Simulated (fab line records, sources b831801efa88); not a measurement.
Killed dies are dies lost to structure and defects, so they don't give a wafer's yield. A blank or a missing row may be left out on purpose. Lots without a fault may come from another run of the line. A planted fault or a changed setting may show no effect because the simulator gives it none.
Which tool did it? | flow sky130 | 15 lots, 45 wafers sampled, at 5 steps of a route of 708

WHAT THE GAUGES READ, wafer by wafer
SKY_FIELD_ISO_BOW_MEAS_00.
lot  | measured    | on            | INCOMING_BOW (um)
L669 | day 1 15:00 | film_metro-01 | -7 2 -1
L670 | day 1 20:00 | film_metro-04 | -4 -3 -4
L671 | day 2 01:01 | film_metro-01 | 7 1 -6
L673 | day 2 11:00 | film_metro-02 | -8 -3 3
L674 | day 2 16:01 | film_metro-04 | -4 6 0
L675 | day 2 21:00 | film_metro-02 | -1 10 6
L676 | day 3 02:04 | film_metro-01 | -11 -4 4
L677 | day 3 07:01 | film_metro-02 | 6 5 -3
L678 | day 3 12:00 | film_metro-01 | 8 -17 -12
L679 | day 3 17:00 | film_metro-04 | -2 -3 5
L687 | day 5 09:02 | film_metro-04 | 10 9 3
L688 | day 5 14:00 | film_metro-02 | -10 0 -3
L689 | day 5 19:00 | film_metro-02 | 0 -8 -12
L690 | day 6 00:00 | film_metro-02 | -7 14 -4
L691 | day 6 05:02 | film_metro-01 | 13 -11 -1

SKY_NWELL_THK_MEAS_02.
lot  | measured    | on            | NWELL_OXIDATION_THK (nm)
L669 | day 2 21:41 | film_metro-04 | 9.93 9.82 9.97
L670 | day 3 01:57 | film_metro-04 | 10.13 10.18 10.05
L671 | day 3 03:21 | film_metro-01 | 10.00 9.87 10.08
L673 | day 3 16:34 | film_metro-01 | 10.10 10.12 10.05
L674 | day 3 21:52 | film_metro-03 | 9.63 9.53 9.77
L675 | day 4 01:38 | film_metro-03 | 10.17 10.00 9.86
L676 | day 4 06:07 | film_metro-04 | 9.86 10.23 9.95
L677 | day 4 11:02 | film_metro-03 | 10.32 10.13 10.31
L678 | day 4 13:55 | film_metro-04 | 10.36 10.24 10.32
L679 | day 4 20:35 | film_metro-03 | 9.72 9.90 9.95
L687 | day 6 19:31 | film_metro-01 | 9.94 10.04 9.93
L688 | day 6 20:58 | film_metro-04 | 10.22 9.92 10.03
L689 | day 7 08:07 | film_metro-03 | 10.32 10.28 10.31
L690 | day 7 17:32 | film_metro-01 | 10.05 10.11 10.05
L691 | day 7 22:47 | film_metro-04 | 9.93 9.92 9.84

SKY_SONOS_ONO_THK_MEAS_01.
lot  | measured     | on            | SONOS_ONO_OXIDATION_THK (nm)
L669 | day 12 02:32 | film_metro-04 | 2.66 2.62 2.63
L670 | day 12 10:52 | film_metro-04 | 2.51 2.57 2.62
L671 | day 12 14:52 | film_metro-02 | 2.58 2.54 2.61
L673 | day 13 04:59 | film_metro-01 | 2.60 2.55 2.57
L674 | day 13 16:32 | film_metro-04 | 2.50 2.55 2.54
L675 | day 13 22:04 | film_metro-02 | 2.56 2.51 2.53
L676 | day 14 07:20 | film_metro-01 | 2.52 2.56 2.55
L677 | day 14 15:06 | film_metro-01 | 3.43 3.46 3.44
L678 | day 14 17:37 | film_metro-02 | 3.37 3.53 3.48
L679 | day 15 05:05 | film_metro-01 | 3.38 3.40 3.39
L687 | day 17 22:23 | film_metro-04 | 2.56 2.56 2.61
L688 | day 18 04:59 | film_metro-04 | 2.64 2.67 2.69
L689 | day 18 21:50 | film_metro-04 | 2.58 2.67 2.64
L690 | day 19 12:29 | film_metro-02 | 2.73 2.68 2.65
L691 | day 19 22:19 | film_metro-04 | 2.65 2.63 2.66

SKY_LDD_HVN_OVL_MEAS_07.
lot  | measured     | on         | LDD_HVN_OVL (nm)
L669 | day 20 19:35 | overlay-01 | -1.0 1.0 -0.4
L670 | day 21 09:02 | overlay-02 | -1.3 -0.7 -1.0
L671 | day 21 13:26 | overlay-02 | -0.7 -0.6 -1.1
L673 | day 22 08:29 | overlay-02 | -1.3 -2.8 -2.3
L674 | day 22 22:48 | overlay-01 | 0.8 1.1 2.3
L675 | day 23 10:23 | overlay-02 | 2.5 0.6 0.6
L676 | day 23 14:30 | overlay-01 | 1.1 1.3 1.2
L677 | day 23 19:48 | overlay-02 | 2.0 0.3 2.1
L678 | day 24 01:05 | overlay-02 | 1.6 -0.3 0.4
L679 | day 24 11:08 | overlay-01 | -1.5 -0.3 -2.2
L687 | day 27 06:06 | overlay-02 | 1.9 -0.3 0.6
L688 | day 27 12:23 | overlay-02 | 1.1 0.3 2.4
L689 | day 28 03:35 | overlay-01 | -0.8 -0.3 -0.4
L690 | day 28 17:32 | overlay-01 | 2.0 1.1 -0.1
L691 | day 29 03:15 | overlay-02 | -2.0 -2.2 -1.2

WHICH TOOL RAN EACH LOT (tool, then ch and the chambers of the sampled wafers, then the start)
lot  | SKY_SONOS_ONO_OXIDATION_00
L669 | furnace-02 ch 0, day 12 01:11
L670 | furnace-02 ch 0, day 12 09:31
L671 | furnace-01 ch 0, day 12 13:31
L673 | furnace-01 ch 0, day 13 03:38
L674 | furnace-01 ch 0, day 13 15:11
L675 | furnace-01 ch 0, day 13 20:43
L676 | furnace-02 ch 0, day 14 05:57
L677 | furnace-02 ch 0, day 14 13:44
L678 | furnace-02 ch 0, day 14 16:16
L679 | furnace-02 ch 0, day 15 03:44
L687 | furnace-02 ch 0, day 17 21:01
L688 | furnace-02 ch 0, day 18 03:38
L689 | furnace-01 ch 0, day 18 20:30
L690 | furnace-01 ch 0, day 19 11:08
L691 | furnace-01 ch 0, day 19 20:57
- SKY_SONOS_ONO_OXIDATION_00: stabilise 600 s, purge 300 s, target thk 2.6 nm.

WHAT THE TOOLS THEMSELVES READ (means of the sampled wafers that have a number; where no wafer has one, the mark that the record gives instead)
The record holds no such reading with a usual standard deviation.

THE ANSWER, worked out from the rows above alone
Rule: what is usual is taken from the lots themselves. Put in order of their means at a reading, lots are off if they are a third of the lots or fewer, leave a main group of 4 or more, and stand apart from it by a gap of 3 or more times the standard deviation of the main group's means; of several such gaps the widest counts. A main group whose means are all the same, to the digits that the tables above print for the reading, isn't used. A lot without any number at a reading at which 4 lots or more have one is off too. The other lots that the step has rows for count as sound. The gauges are gone through in route order, then the tools' own readings, and for those a lot's mean is taken as printed above. The first step at which some lot is off is used, and at that step the reading that is off furthest; a lot without a number counts as furthest.
Off: L677, L678, L679, at SKY_SONOS_ONO_THK_MEAS_01 (SONOS_ONO_OXIDATION_THK). The main group: mean 2.60 nm, standard deviation 0.051.
A tool fits if, at a process step before that reading, it ran every lot that is off, and no sound lot after the first of them. The gauges at SKY_SONOS_ONO_THK_MEAS_01 are tried like those tools. None of those tried fits.

WHAT THE SIMULATOR HAD PUT IN
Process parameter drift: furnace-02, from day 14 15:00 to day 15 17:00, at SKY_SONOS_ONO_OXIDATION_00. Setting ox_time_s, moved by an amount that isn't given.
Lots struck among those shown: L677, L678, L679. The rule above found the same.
